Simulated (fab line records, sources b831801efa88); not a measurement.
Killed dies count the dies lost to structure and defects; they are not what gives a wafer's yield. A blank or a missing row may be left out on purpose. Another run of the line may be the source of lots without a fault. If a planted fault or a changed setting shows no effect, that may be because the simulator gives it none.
A single fault, viewed from 2 desks || flow gf180mcu || only its own numbers are on each desk; what lay behind them is given at the end

## DESK OF THE TOOL OWNER: litho track-04
The tool's own readings at GF_VT_IMPLANT_DEVELOP_39 (develop time 60 s): means of the sampled wafers that have a number, for each lot that ran on this tool. Any lot whose mean is over 4 standard deviations away from the usual mean is out of limits and marked OUT; that distance is given in the brackets.
Columns: A = resist line temp C at GF_VT_IMPLANT_DEVELOP_39, usual 22.99 C
{"lot": "L145", "first seen here": "day 7 10:58", "A": 22.95}
{"lot": "L153", "first seen here": "day 9 19:02", "A": 23.00}
{"lot": "L161", "first seen here": "day 12 03:19", "A": 22.98}
{"lot": "L163", "first seen here": "day 12 23:37", "A": 22.87}
{"lot": "L164", "first seen here": "day 13 01:29", "A": 23.05}
This desk found nothing out of limits on any of the 5 lots.

## METROLOGY DESK
Lot by lot, what the gauges showed, no matter which tool ran the lot: averages of those sampled wafers that carry a number. Any lot whose mean is over 4 standard deviations away from the usual mean is out of limits and marked OUT; that distance is given in the brackets.
Columns: A = NWELL_TW at GF_NWELL_TW_MEAS_11, usual 1584; B = VT_IMPLANT_03_OVL at GF_VT_IMPLANT_OVL_MEAS_40, usual -0.1 nm; C = VT_IMPLANT_4_TW at GF_VT_IMPLANT_TW_MEAS_43, usual 688
{"lot": "L145", "first seen here": "day 3 07:10", "A": 1575, "B": -1.2, "C": 677}
{"lot": "L146", "first seen here": "day 3 15:28", "A": 1590, "B": 0.2, "C": 695}
{"lot": "L147", "first seen here": "day 3 19:34", "A": 1589, "B": -0.6, "C": 696}
{"lot": "L149", "first seen here": "day 4 06:16", "A": 1583, "B": -0.7, "C": 694}
{"lot": "L150", "first seen here": "day 4 11:03", "A": 1594, "B": 0.6, "C": 694}
{"lot": "L153", "first seen here": "day 5 04:09", "A": 1603, "B": -0.3, "C": 676}
{"lot": "L155", "first seen here": "day 5 15:36", "A": 1578, "B": 1.4, "C": 674}
{"lot": "L156", "first seen here": "day 5 19:13", "A": 1575, "B": 0.6, "C": 693}
{"lot": "L161", "first seen here": "day 6 23:43", "A": 1584, "B": 3.3, "C": "350 (-41) OUT"}
{"lot": "L163", "first seen here": "day 7 15:55", "A": 1562, "B": -2.8, "C": "461 (-28) OUT"}
{"lot": "L164", "first seen here": "day 7 17:35", "A": 1588, "B": -0.8, "C": "474 (-26) OUT"}
{"lot": "L166", "first seen here": "day 8 06:05", "A": 1580, "B": 0.6, "C": 697}
{"lot": "L167", "first seen here": "day 8 11:29", "A": 1585, "B": -0.7, "C": 691}
{"lot": "L168", "first seen here": "day 8 17:30", "A": 1580, "B": 0.4, "C": 692}
This desk reports L161, L163, L164 out of limits; the earliest was L161 at day 12 03:44 (VT_IMPLANT_4_TW at GF_VT_IMPLANT_TW_MEAS_43). L145, L146, L147, L149, L150, L153, L155, L156, L166, L167, L168 stayed within limits.

## ALL TOGETHER
The metrology desk could have raised an alarm at day 12 03:44, on L161, L163, L164.
Nothing out of limits was seen by the tool owner's desk.
The tool owner's desk has L161, L163, L164 on record, within its limits.
Of the lots named, all ran GF_VT_IMPLANT_DEVELOP_39 on litho track-04.

## WHAT THE SIMULATOR HAD INSERTED
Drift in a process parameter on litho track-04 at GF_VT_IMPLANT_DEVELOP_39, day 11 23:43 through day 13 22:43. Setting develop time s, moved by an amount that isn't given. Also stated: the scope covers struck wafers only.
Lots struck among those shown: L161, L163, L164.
Delay in hours, fault start to first out-of-limits reading, per desk: metrology desk 4.
